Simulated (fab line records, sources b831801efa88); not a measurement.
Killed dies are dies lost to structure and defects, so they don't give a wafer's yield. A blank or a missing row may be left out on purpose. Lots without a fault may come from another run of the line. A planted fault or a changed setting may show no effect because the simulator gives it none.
fab line records | flow sfq_line
record lots=14 wafers=42 last_day=87
route steps=325 shown L0V@16
lots that met no fault: from a run of the same line without faults
start_h: hours from the record's first day to the start of the lot's first wafer shown | wait_h: hours since the lot's step before | " the same as in the row above | L1.1+2: a row that stands for several wafers | - no value, or no start given | * or withheld: withheld | < > ~ a bound
route shown NAME@n: a module of which the file shows steps, and the number in the route of the first | usual: mean/standard deviation of fault-free wafers | same: alike in all rows | chamber/n: place in a boat | sites: the reading at each site | _std_site: their standard deviation | _edge_site: outer sites' mean less inner sites' | radius_mm: how far each site lies from the wafer's centre | mask NAME#n: copy n | behind: the tool/chamber that last shaped the wafer | hold: why the lot was held/for how many hours/how that ended | device: the transistor (n, p or np) that didn't switch | end of line: the same wafers' tests at the end of the route | a step without rows: its recipe alone | killed: dies lost to structure and defects at the first sort, not the wafer's yield | map: a wafer's dies, x killed, . not, _ none there
set.NAME: the setting as run; set.NAME@STEP: as run at that earlier step | model.NAME: the simulator's own value behind a step, which no gauge read
steps of the route over a sample of lots; a table a step, a row a wafer
services: from which hour (start_h, from the record's first day; less than 0 if before it) a tool's chamber was out of use, for how many hours, and why
## steps
# step SFQ_TRILAYER_L0_CAP_PECVD_011
# recipe material=SiO2 temp_c=150 time_s=13.333 pressure_torr=2.4 rf_w=183.3 precursor=SiH4/N2O target_thk_nm=60
# usual heater_power_w=84/15 throttle_valve_pct=24.9/1.1
# columns lot.wafer tool chamber start_h wait_h heater_power_w throttle_valve_pct
L218.1 pecvd-04 1 82.66 0.0 93 24.9
L218.5 " 1 " " 90 24.4
L218.6 " 2 " " 69 24.9
L219.1 pecvd-03 1 86.44 0.0 123 26.0
L219.3 " 2 " " 112 28.4
L219.4 " 2 " " 110 28.6
L220.2 pecvd-01 2 93.46 0.0 67 24.3
L220.4 " 1 " " 93 23.7
L220.6 " 2 " " 71 24.2
L221.2 pecvd-04 1 99.46 0.0 84 24.8
L221.5 " 1 " " 83 24.8
L221.6 " 2 " " 62 24.8
L222.1 pecvd-04 0 107.86 0.0 82 24.9
L222.5 " 2 " " 71 25.1
L222.6 " 1 " " 90 24.7
L223.1 pecvd-01 2 113.86 0.0 75 24.7
L223.2 " 0 " " 74 24.0
L223.4 " 2 " " 74 24.4
L224.2 pecvd-03 2 119.37 0.0 110 29.1
L224.4 " 2 " " 116 28.7
L224.6 " 1 " " 121 26.1
L225.2 pecvd-01 2 125.37 0.0 67 24.8
L225.4 " 1 " " 94 23.5
L225.6 " 0 " " 67 24.4
L226.3 pecvd-04 1 128.26 0.0 77 24.8
L226.4 " 0 " " 87 24.9
L226.5 " 1 " " 78 25.0
L227.3 pecvd-01 2 136.66 0.0 78 24.7
L227.5 " 2 " " 64 24.5
L227.6 " 0 " " 73 24.4
L228.3 pecvd-04 1 141.47 0.0 88 25.0
L228.4 " 2 " " 69 25.0
L228.5 " 1 " " 92 24.9
L233.1 pecvd-01 2 166.94 0.0 69 24.9
L233.3 " 1 " " 85 23.9
L233.6 " 1 " " 81 23.7
L235.1 pecvd-01 0 175.34 0.0 69 24.3
L235.3 " 1 " " 97 23.7
L235.4 " 2 " " 79 24.9
L241.2 pecvd-03 2 205.14 0.0 111 28.6
L241.5 " 2 " " 111 28.5
L241.6 " 0 " " 80 25.6
# step SFQ_TRILAYER_L0_VIA_ETCH_VIA_ETCH_016
# recipe target=SiO2 stop_on=MoNx_KI mask_material=PR chemistry=CHF3 target_depth_nm=80 source_w=500 bias_w=80 pressure_mtorr=30 time_s=withheld
# usual drypump_motor_current_A=5.9/0.52 oes_product_au=0.843/0.0087
# columns lot.wafer tool chamber start_h wait_h drypump_motor_current_A oes_product_au
L218.1 rie_diel-03 0 98.93 0.0 6.1 0.836
L218.5 " 2 " " 6.7 0.848
L218.6 " 1 " " 5.2 0.830
L219.1 rie_diel-03 2 102.53 0.0 6.7 0.853
L219.3 " 3 " " 6.3 0.832
L219.4 " 1 " " 5.2 0.844
L220.2 rie_diel-04 3 106.13 0.0 5.4 0.839
L220.4 " 2 " " 5.6 0.858
L220.6 " 1 " " 6.0 0.848
L221.2 rie_diel-03 0 110.93 0.0 6.1 0.842
L221.5 " 0 " " 6.1 0.858
L221.6 " 3 " " 6.3 0.850
L222.1 rie_diel-03 1 118.16 0.0 5.3 0.835
L222.5 " 3 " " 6.3 0.834
L222.6 " 0 " " 6.1 0.850
L223.1 rie_diel-02 1 120.53 0.0 5.0 0.845
L223.2 " 0 " " 5.7 0.840
L223.4 " 2 " " 6.0 0.857
L224.2 rie_diel-04 3 131.33 0.0 5.4 0.831
L224.4 " 3 " " 5.4 0.838
L224.6 " 0 " " 5.3 0.842
L225.2 rie_diel-03 2 137.33 0.0 6.7 0.849
L225.4 " 1 " " 5.2 0.853
L225.6 " 1 " " 5.2 0.850
L226.3 rie_diel-04 3 138.53 0.0 5.4 0.852
L226.4 " 0 " " 5.3 0.843
L226.5 " 3 " " 5.4 0.847
L227.3 rie_diel-04 2 212.73 0.0 5.6 0.831
L227.5 " 2 " " 5.6 0.852
L227.6 " 3 " " 5.4 0.849
L228.3 rie_diel-04 2 221.13 0.0 5.6 0.862
L228.4 " 3 " " 5.4 0.834
L228.5 " 3 " " 5.4 0.860
L233.1 rie_diel-02 0 256.31 0.0 5.6 0.684
L233.3 " 2 " " 5.9 0.851
L233.6 " 0 " " 5.6 0.841
L235.1 rie_diel-02 3 264.71 0.0 5.5 0.840
L235.3 " 2 " " 6.0 0.850
L235.4 " 0 " " 5.7 0.688
L241.2 rie_diel-02 0 307.91 0.0 5.6 0.845
L241.5 " 3 " " 5.6 0.837
L241.6 " 0 " " 5.7 0.835
## services
# columns tool chamber start_h hours kind
rie_diel-02 0 85.03 10.4 repair
pecvd-01 2 88.27 1.9 repair
rie_diel-02 0 112.85 1.3 repair
pecvd-04 - 122.34 1.0 repair
rie_diel-04 2 124.29 16.7 repair
pecvd-04 - 132.83 1.6 repair
rie_diel-02 0 133.79 2.4 repair
pecvd-04 0 135.51 7.2 repair
rie_diel-04 0 140.51 4.0 repair
rie_diel-02 1 164.86 5.9 repair
rie_diel-04 1 181.61 4.5 repair
rie_diel-02 0 186.82 5.8 repair
pecvd-04 - 194.25 14.0 pm
rie_diel-04 1 194.41 12.3 repair
pecvd-04 0 201.10 7.1 repair
pecvd-01 1 213.51 5.8 repair
rie_diel-03 1 225.50 9.2 repair
pecvd-01 - 229.70 5.5 pm
rie_diel-03 2 251.69 12.7 repair
pecvd-01 0 268.60 20.9 repair
rie_diel-03 - 268.99 1.0 repair
rie_diel-04 - 287.86 0.7 repair
rie_diel-02 - 301.93 0.7 repair
pecvd-01 - 302.91 6.0 pm
## key
first_sign step=SFQ_TRILAYER_L0_VIA_ETCH_VIA_ETCH_016 reading=oes_product_au direction=down sigmas=18 usual=0.843 struck=0.686
effect none on later readings
met_at SFQ_TRILAYER_L0_CAP_PECVD_011
struck_lots L233,L235
struck_wafers L233.1,L235.4
onset_between 136.66 166.94
fault kind=process_parameter_drift tool=pecvd-01 chamber=2 onset_h=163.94 steps=SFQ_TRILAYER_L0_CAP_PECVD_011 channel=target_thk_nm offset=-20.452 shape=step end_h=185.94 acts_in=these_recipes_only stated=60
